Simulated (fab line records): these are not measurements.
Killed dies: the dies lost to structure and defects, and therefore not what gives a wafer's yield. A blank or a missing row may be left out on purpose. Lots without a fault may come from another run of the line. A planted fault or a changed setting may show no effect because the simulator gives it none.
Check of tool commonality | flow gf180mcu | 39 wafers sampled across 13 lots

WHY THIS WAS OPENED
GF_VT_IMPLANT_RS_MEAS_48, reading LVPWELL_RS: flagged on 2 of 13 lots. Wafers without a fault read 1197.1 ohm/sq, standard deviation 2.7.
Rule: a lot gets a flag if all its wafers with a number sit over 4 standard deviations from that mean, or if no wafer of it has a number. As for the other lots, they are considered sound.

lot  | measured     | on            | LVPWELL_RS (ohm/sq), wafer by wafer | flag
L411 | day 7 11:58  | film_metro-02 | 1200.1 1198.9 1199.6                |
L412 | day 7 20:01  | film_metro-03 | 1199.8 1199.3 1199.9                |
L413 | day 8 03:44  | film_metro-03 | 1190.4 1192.5 1193.1                |
L419 | day 9 20:43  | film_metro-03 | 1198.1 1196.0 1195.5                |
L420 | day 10 06:18 | film_metro-02 | 1224.6 1218.8 1223.9                | FLAGGED
L423 | day 10 22:01 | film_metro-03 | 1219.3 1219.0 1219.2                | FLAGGED
L426 | day 11 18:49 | film_metro-03 | 1198.5 1193.2 1194.4                |
L427 | day 12 01:16 | film_metro-01 | 1194.8 1195.9 1199.8                |
L428 | day 12 07:49 | film_metro-02 | 1197.7 1199.1 1196.7                |
L431 | day 13 03:52 | film_metro-01 | 1199.1 1197.4 1198.7                |
L432 | day 13 13:31 | film_metro-03 | 1195.5 1189.7 1193.7                |
L433 | day 13 22:22 | film_metro-03 | 1197.2 1199.3 1193.9                |
L434 | day 14 00:53 | film_metro-01 | 1191.9 1193.5 1192.6                |
The numbers of the flagged lots are 1220.8 ohm/sq on average: +23.7 ohm/sq against the usual, or +9 standard deviations.

LOT BY LOT: THE TOOL USED
Before the reading, the record contains 2 process steps out of a 602-step route. Every cell lists first the tool, next ch and the chambers used by the sampled wafers, and last the start.
lot  | flag    | GF_LVPWELL_IMPLANT_08          | GF_VT_IMPLANT_RTA_45
L411 |         | implanter-03 ch 0, day 3 20:28 | rtp_anneal-02 ch 0, day 7 11:37
L412 |         | implanter-03 ch 0, day 4 02:49 | rtp_anneal-02 ch 0, day 7 19:41
L413 |         | implanter-03 ch 0, day 4 08:22 | rtp_anneal-01 ch 0, day 8 03:23
L419 |         | implanter-02 ch 0, day 5 17:49 | rtp_anneal-01 ch 0, day 9 20:22
L420 | FLAGGED | implanter-02 ch 0, day 6 02:14 | rtp_anneal-01 ch 0, day 10 05:58
L423 | FLAGGED | implanter-02 ch 0, day 6 15:28 | rtp_anneal-02 ch 0, day 10 21:40
L426 |         | implanter-04 ch 0, day 7 08:33 | rtp_anneal-02 ch 0, day 11 18:28
L427 |         | implanter-03 ch 0, day 7 15:18 | rtp_anneal-02 ch 0, day 12 00:55
L428 |         | implanter-03 ch 0, day 7 20:32 | rtp_anneal-01 ch 0, day 12 07:29
L431 |         | implanter-04 ch 0, day 8 12:04 | rtp_anneal-02 ch 0, day 13 03:31
L432 |         | implanter-03 ch 0, day 8 20:16 | rtp_anneal-02 ch 0, day 13 13:10
L433 |         | implanter-04 ch 0, day 9 03:54 | rtp_anneal-01 ch 0, day 13 22:01
L434 |         | implanter-04 ch 0, day 9 05:56 | rtp_anneal-02 ch 0, day 14 00:33
What is done by these steps:
- GF_LVPWELL_IMPLANT_08
- GF_VT_IMPLANT_RTA_45: time 30 s.
- GF_VT_IMPLANT_RS_MEAS_48: measures by four-point-probe.

FLAGGED OVER TOTAL, TOOL BY TOOL (the gauges that took the reading come last)
step                     | tool          | lots run | flagged | share of the flagged lots | sound lots run after its first flagged lot
GF_LVPWELL_IMPLANT_08    | implanter-02  | 3        | 2       | all                       | 0
GF_LVPWELL_IMPLANT_08    | implanter-03  | 6        | 0       | none                      | -
GF_LVPWELL_IMPLANT_08    | implanter-04  | 4        | 0       | none                      | -
GF_VT_IMPLANT_RTA_45     | rtp_anneal-01 | 5        | 1       | some                      | 2 (L428,L433)
GF_VT_IMPLANT_RTA_45     | rtp_anneal-02 | 8        | 1       | some                      | 5 (L426,L427,L431,L432,L434)
GF_VT_IMPLANT_RS_MEAS_48 | film_metro-01 | 3        | 0       | none                      | -
GF_VT_IMPLANT_RS_MEAS_48 | film_metro-02 | 3        | 1       | some                      | 1 (L428)
GF_VT_IMPLANT_RS_MEAS_48 | film_metro-03 | 7        | 1       | some                      | 3 (L426,L432,L433)

THE TABLE: WHAT IT ALLOWS
Rows of the table that ran each flagged lot: 1, that is implanter-02 at GF_LVPWELL_IMPLANT_08.
- implanter-02 at GF_LVPWELL_IMPLANT_08 ran 3 lots, 2 of them flagged. Last sound lot L419 at day 5 17:49, first flagged lot L420 at day 6 02:14; a fault beginning in between fits. Its own readings lie more than 4 standard deviations out on every wafer of the flagged lots: dose_ions_cm2.
One tool is left: implanter-02 at GF_LVPWELL_IMPLANT_08.

WHAT THE SIMULATOR PUT IN
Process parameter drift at GF_LVPWELL_IMPLANT_08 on implanter-02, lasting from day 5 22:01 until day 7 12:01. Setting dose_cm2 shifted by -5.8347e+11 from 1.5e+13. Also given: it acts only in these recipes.
Shown lots that were struck: L420, L423. The rule given above showed the same thing.
